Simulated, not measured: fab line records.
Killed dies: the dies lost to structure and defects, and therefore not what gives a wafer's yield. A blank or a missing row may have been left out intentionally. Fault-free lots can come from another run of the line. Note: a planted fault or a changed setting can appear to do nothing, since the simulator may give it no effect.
Which tool was responsible? || flow sky130 || Sampling: 13 lots, 39 wafers, 5 of 708 route steps

## WHAT EACH GAUGE READ, for each wafer
SKY_POLY_GATE_CD_MEAS_22. Usual: 150.7 nm for cd_nm, sd 1.7.
{"lot": "L788", "measured": "day 16 04:09", "on": "cd_sem-01", "cd_nm (nm)": "152.4 150.6 151.8", "flag": ""}
{"lot": "L789", "measured": "day 16 17:44", "on": "cd_sem-01", "cd_nm (nm)": "154.2 150.8 151.9", "flag": ""}
{"lot": "L790", "measured": "day 18 01:37", "on": "cd_sem-01", "cd_nm (nm)": "151.1 151.4 152.5", "flag": ""}
{"lot": "L791", "measured": "day 18 12:26", "on": "cd_sem-01", "cd_nm (nm)": "149.9 151.4 149.9", "flag": ""}
{"lot": "L792", "measured": "day 19 08:27", "on": "cd_sem-02", "cd_nm (nm)": "151.1 152.5 150.7", "flag": ""}
{"lot": "L794", "measured": "day 19 12:25", "on": "cd_sem-01", "cd_nm (nm)": "150.2 150.5 151.1", "flag": ""}
{"lot": "L797", "measured": "day 19 17:28", "on": "cd_sem-02", "cd_nm (nm)": "149.6 151.7 151.1", "flag": ""}
{"lot": "L799", "measured": "day 20 12:47", "on": "cd_sem-01", "cd_nm (nm)": "155.0 150.5 153.9", "flag": ""}
{"lot": "L800", "measured": "day 21 04:02", "on": "cd_sem-02", "cd_nm (nm)": "149.1 148.0 152.3", "flag": ""}
{"lot": "L802", "measured": "day 21 21:22", "on": "cd_sem-01", "cd_nm (nm)": "152.1 150.5 148.4", "flag": ""}
{"lot": "L804", "measured": "day 22 03:52", "on": "cd_sem-01", "cd_nm (nm)": "149.1 149.3 149.7", "flag": ""}
{"lot": "L809", "measured": "day 24 06:02", "on": "cd_sem-01", "cd_nm (nm)": "150.1 148.3 150.7", "flag": ""}
{"lot": "L811", "measured": "day 25 04:16", "on": "cd_sem-01", "cd_nm (nm)": "152.7 153.7 154.8", "flag": ""}

SKY_LDD_HVN_OVL_MEAS_07. Usual: LDD_HVN_OVL gives -0.6 nm (standard deviation 1.3).
{"lot": "L788", "measured": "day 19 20:11", "on": "overlay-02", "LDD_HVN_OVL (nm)": "0.1 -1.1 0.9", "flag": ""}
{"lot": "L789", "measured": "day 20 12:42", "on": "overlay-02", "LDD_HVN_OVL (nm)": "-0.5 0.0 -1.3", "flag": ""}
{"lot": "L790", "measured": "day 21 21:59", "on": "overlay-02", "LDD_HVN_OVL (nm)": "-2.0 -0.6 0.4", "flag": ""}
{"lot": "L791", "measured": "day 22 09:08", "on": "overlay-02", "LDD_HVN_OVL (nm)": "1.3 0.1 0.6", "flag": ""}
{"lot": "L792", "measured": "day 23 05:30", "on": "overlay-01", "LDD_HVN_OVL (nm)": "55.7 57.7 56.0", "flag": "OFF"}
{"lot": "L794", "measured": "day 23 09:27", "on": "overlay-02", "LDD_HVN_OVL (nm)": "55.7 55.3 57.1", "flag": "OFF"}
{"lot": "L797", "measured": "day 23 13:59", "on": "overlay-02", "LDD_HVN_OVL (nm)": "54.8 55.4 55.5", "flag": "OFF"}
{"lot": "L799", "measured": "day 24 07:47", "on": "overlay-01", "LDD_HVN_OVL (nm)": "55.6 54.6 54.4", "flag": "OFF"}
{"lot": "L800", "measured": "day 24 22:47", "on": "overlay-02", "LDD_HVN_OVL (nm)": "-0.5 0.9 -0.6", "flag": ""}
{"lot": "L802", "measured": "day 25 17:06", "on": "overlay-01", "LDD_HVN_OVL (nm)": "-0.7 -0.4 0.5", "flag": ""}
{"lot": "L804", "measured": "day 25 21:43", "on": "overlay-02", "LDD_HVN_OVL (nm)": "1.5 -0.5 1.8", "flag": ""}
{"lot": "L809", "measured": "day 27 23:05", "on": "overlay-01", "LDD_HVN_OVL (nm)": "-0.9 0.1 -0.6", "flag": ""}
{"lot": "L811", "measured": "day 28 21:09", "on": "overlay-02", "LDD_HVN_OVL (nm)": "-1.7 -1.7 -0.1", "flag": ""}

SKY_LDD_HVP_TW_MEAS_10. Usual: LDD_HVP_TW gives 458 (standard deviation 3.3).
{"lot": "L788", "measured": "day 21 03:20", "on": "film_metro-01", "LDD_HVP_TW": "459 460 463", "flag": ""}
{"lot": "L789", "measured": "day 21 19:56", "on": "film_metro-02", "LDD_HVP_TW": "454 454 457", "flag": ""}
{"lot": "L790", "measured": "day 23 04:50", "on": "film_metro-02", "LDD_HVP_TW": "457 455 457", "flag": ""}
{"lot": "L791", "measured": "day 23 15:40", "on": "film_metro-01", "LDD_HVP_TW": "461 459 460", "flag": ""}
{"lot": "L792", "measured": "day 24 11:39", "on": "film_metro-02", "LDD_HVP_TW": "458 458 459", "flag": ""}
{"lot": "L794", "measured": "day 24 15:19", "on": "film_metro-02", "LDD_HVP_TW": "461 458 457", "flag": ""}
{"lot": "L797", "measured": "day 24 19:55", "on": "film_metro-01", "LDD_HVP_TW": "461 458 462", "flag": ""}
{"lot": "L799", "measured": "day 25 13:52", "on": "film_metro-01", "LDD_HVP_TW": "460 459 462", "flag": ""}
{"lot": "L800", "measured": "day 26 04:32", "on": "film_metro-02", "LDD_HVP_TW": "453 456 455", "flag": ""}
{"lot": "L802", "measured": "day 26 22:50", "on": "film_metro-04", "LDD_HVP_TW": "463 463 461", "flag": ""}
{"lot": "L804", "measured": "day 27 03:11", "on": "film_metro-01", "LDD_HVP_TW": "464 463 465", "flag": ""}
{"lot": "L809", "measured": "day 29 04:19", "on": "film_metro-04", "LDD_HVP_TW": "457 458 457", "flag": ""}
{"lot": "L811", "measured": "day 30 01:50", "on": "film_metro-02", "LDD_HVP_TW": "453 453 450", "flag": ""}

## WHICH TOOL RAN EACH LOT (tool, then ch and the chambers of the sampled wafers, then the start)
{"lot": "L788", "SKY_POLY_GATE_ETCH_15": "rie_diel-01 ch 0,3, day 15 22:33", "SKY_LDD_HVN_EXPOSE_04": "iline_stepper-01 ch 0, day 19 05:12"}
{"lot": "L789", "SKY_POLY_GATE_ETCH_15": "rie_diel-04 ch 2,3, day 16 12:47", "SKY_LDD_HVN_EXPOSE_04": "iline_stepper-02 ch 0, day 19 21:00"}
{"lot": "L790", "SKY_POLY_GATE_ETCH_15": "rie_diel-04 ch 2,3, day 17 23:53", "SKY_LDD_HVN_EXPOSE_04": "iline_stepper-02 ch 0, day 21 05:45"}
{"lot": "L791", "SKY_POLY_GATE_ETCH_15": "rie_diel-01 ch 0,1,2, day 18 09:05", "SKY_LDD_HVN_EXPOSE_04": "iline_stepper-01 ch 0, day 21 19:04"}
{"lot": "L792", "SKY_POLY_GATE_ETCH_15": "rie_diel-02 ch 1,2, day 19 04:45", "SKY_LDD_HVN_EXPOSE_04": "iline_stepper-02 ch 0, day 22 14:09"}
{"lot": "L794", "SKY_POLY_GATE_ETCH_15": "rie_diel-02 ch 0,1,2, day 19 09:32", "SKY_LDD_HVN_EXPOSE_04": "iline_stepper-02 ch 0, day 22 18:13"}
{"lot": "L797", "SKY_POLY_GATE_ETCH_15": "rie_diel-01 ch 0,2,3, day 19 15:14", "SKY_LDD_HVN_EXPOSE_04": "iline_stepper-02 ch 0, day 22 23:29"}
{"lot": "L799", "SKY_POLY_GATE_ETCH_15": "rie_diel-01 ch 1,2,3, day 20 11:06", "SKY_LDD_HVN_EXPOSE_04": "iline_stepper-02 ch 0, day 23 17:28"}
{"lot": "L800", "SKY_POLY_GATE_ETCH_15": "rie_diel-04 ch 1,2,3, day 21 02:17", "SKY_LDD_HVN_EXPOSE_04": "iline_stepper-01 ch 0, day 24 07:53"}
{"lot": "L802", "SKY_POLY_GATE_ETCH_15": "rie_diel-01 ch 0,1,3, day 21 17:53", "SKY_LDD_HVN_EXPOSE_04": "iline_stepper-01 ch 0, day 25 01:50"}
{"lot": "L804", "SKY_POLY_GATE_ETCH_15": "rie_diel-04 ch 0,1,2, day 22 02:07", "SKY_LDD_HVN_EXPOSE_04": "iline_stepper-01 ch 0, day 25 07:18"}
{"lot": "L809", "SKY_POLY_GATE_ETCH_15": "rie_diel-01 ch 1,2,3, day 24 04:20", "SKY_LDD_HVN_EXPOSE_04": "iline_stepper-01 ch 0, day 27 09:44"}
{"lot": "L811", "SKY_POLY_GATE_ETCH_15": "rie_diel-04 ch 0,2,3, day 25 02:32", "SKY_LDD_HVN_EXPOSE_04": "iline_stepper-01 ch 0, day 28 07:41"}
- SKY_POLY_GATE_ETCH_15: etches BARC in N2/H2, stops on SiO2, time 118.5 s, target depth 110 nm.
- SKY_LDD_HVN_EXPOSE_04: exposes mask HVNTM, target cd 700 nm.

## WHAT THE TOOLS THEMSELVES READ (means of the sampled wafers that have a number; where no wafer has one, the mark that the record gives instead)
SKY_POLY_GATE_ETCH_15. Usual: drypump_motor_current_A 5.7 A, standard deviation 0.39; oes_product_au 0.717 a.u., standard deviation 0.0045; rf_fwd_power_W 497.2 W, standard deviation 1.7; throttle_valve_pct 13.211 %, standard deviation 0.0097.
{"lot": "L788", "tool": "rie_diel-01", "drypump_motor_current_A (A)": 5.7, "oes_product_au (a.u.)": 0.712, "rf_fwd_power_W (W)": 497.1, "throttle_valve_pct (%)": 13.214, "flag": ""}
{"lot": "L789", "tool": "rie_diel-04", "drypump_motor_current_A (A)": 5.4, "oes_product_au (a.u.)": 0.713, "rf_fwd_power_W (W)": 497.7, "throttle_valve_pct (%)": 13.210, "flag": ""}
{"lot": "L790", "tool": "rie_diel-04", "drypump_motor_current_A (A)": 5.3, "oes_product_au (a.u.)": 0.721, "rf_fwd_power_W (W)": 498.4, "throttle_valve_pct (%)": 13.212, "flag": ""}
{"lot": "L791", "tool": "rie_diel-01", "drypump_motor_current_A (A)": 5.5, "oes_product_au (a.u.)": 0.715, "rf_fwd_power_W (W)": 496.5, "throttle_valve_pct (%)": 13.216, "flag": ""}
{"lot": "L792", "tool": "rie_diel-02", "drypump_motor_current_A (A)": 5.8, "oes_product_au (a.u.)": 0.715, "rf_fwd_power_W (W)": 499.4, "throttle_valve_pct (%)": 13.212, "flag": ""}
{"lot": "L794", "tool": "rie_diel-02", "drypump_motor_current_A (A)": 6.0, "oes_product_au (a.u.)": 0.716, "rf_fwd_power_W (W)": 496.2, "throttle_valve_pct (%)": 13.205, "flag": ""}
{"lot": "L797", "tool": "rie_diel-01", "drypump_motor_current_A (A)": 5.5, "oes_product_au (a.u.)": 0.719, "rf_fwd_power_W (W)": 496.0, "throttle_valve_pct (%)": 13.214, "flag": ""}
{"lot": "L799", "tool": "rie_diel-01", "drypump_motor_current_A (A)": 5.9, "oes_product_au (a.u.)": 0.718, "rf_fwd_power_W (W)": 497.5, "throttle_valve_pct (%)": 13.201, "flag": ""}
{"lot": "L800", "tool": "rie_diel-04", "drypump_motor_current_A (A)": 5.4, "oes_product_au (a.u.)": 0.718, "rf_fwd_power_W (W)": 496.8, "throttle_valve_pct (%)": 13.208, "flag": ""}
{"lot": "L802", "tool": "rie_diel-01", "drypump_motor_current_A (A)": 5.6, "oes_product_au (a.u.)": 0.716, "rf_fwd_power_W (W)": 496.5, "throttle_valve_pct (%)": 13.211, "flag": ""}
{"lot": "L804", "tool": "rie_diel-04", "drypump_motor_current_A (A)": 5.4, "oes_product_au (a.u.)": 0.721, "rf_fwd_power_W (W)": 497.3, "throttle_valve_pct (%)": 13.205, "flag": ""}
{"lot": "L809", "tool": "rie_diel-01", "drypump_motor_current_A (A)": 5.9, "oes_product_au (a.u.)": 0.719, "rf_fwd_power_W (W)": 498.0, "throttle_valve_pct (%)": 13.207, "flag": ""}
{"lot": "L811", "tool": "rie_diel-04", "drypump_motor_current_A (A)": 5.3, "oes_product_au (a.u.)": 0.720, "rf_fwd_power_W (W)": 496.3, "throttle_valve_pct (%)": 13.219, "flag": ""}

## THE ANSWER, worked out from the rows above alone
Rule: a lot counts as off when the mean over its wafers that have a number is more than 3 standard deviations away from the usual mean. A lot without any number at a reading at which 4 lots or more have one is off too. The other lots that the step has rows for count as sound. First the gauges in route order, then the tools' own readings, where a lot's mean is used as printed above. The first step at which some lot is off is used, and at that step the reading that is off furthest; a lot without a number counts as furthest.
Off: L792, L794, L797, L799, seen at SKY_LDD_HVN_OVL_MEAS_07 (LDD_HVN_OVL).
A tool fits if, at a process step before that reading, it ran every lot that is off, and no sound lot after the first of them. Gauges at SKY_LDD_HVN_OVL_MEAS_07: tried the same way as those tools. One fits: iline_stepper-02 at SKY_LDD_HVN_EXPOSE_04. A fault onset in the window from L790 (day 21 05:45, its last sound lot) to L792 (day 22 14:09, its first lot off) fits.

## WHAT THE SIMULATOR HAD INSERTED
Scanner matching overlay: iline_stepper-02, from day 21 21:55 on, at SKY_LDD_HVN_EXPOSE_04. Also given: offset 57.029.
Struck lots among those shown: L792, L794, L797, L799. The rule above found the same.
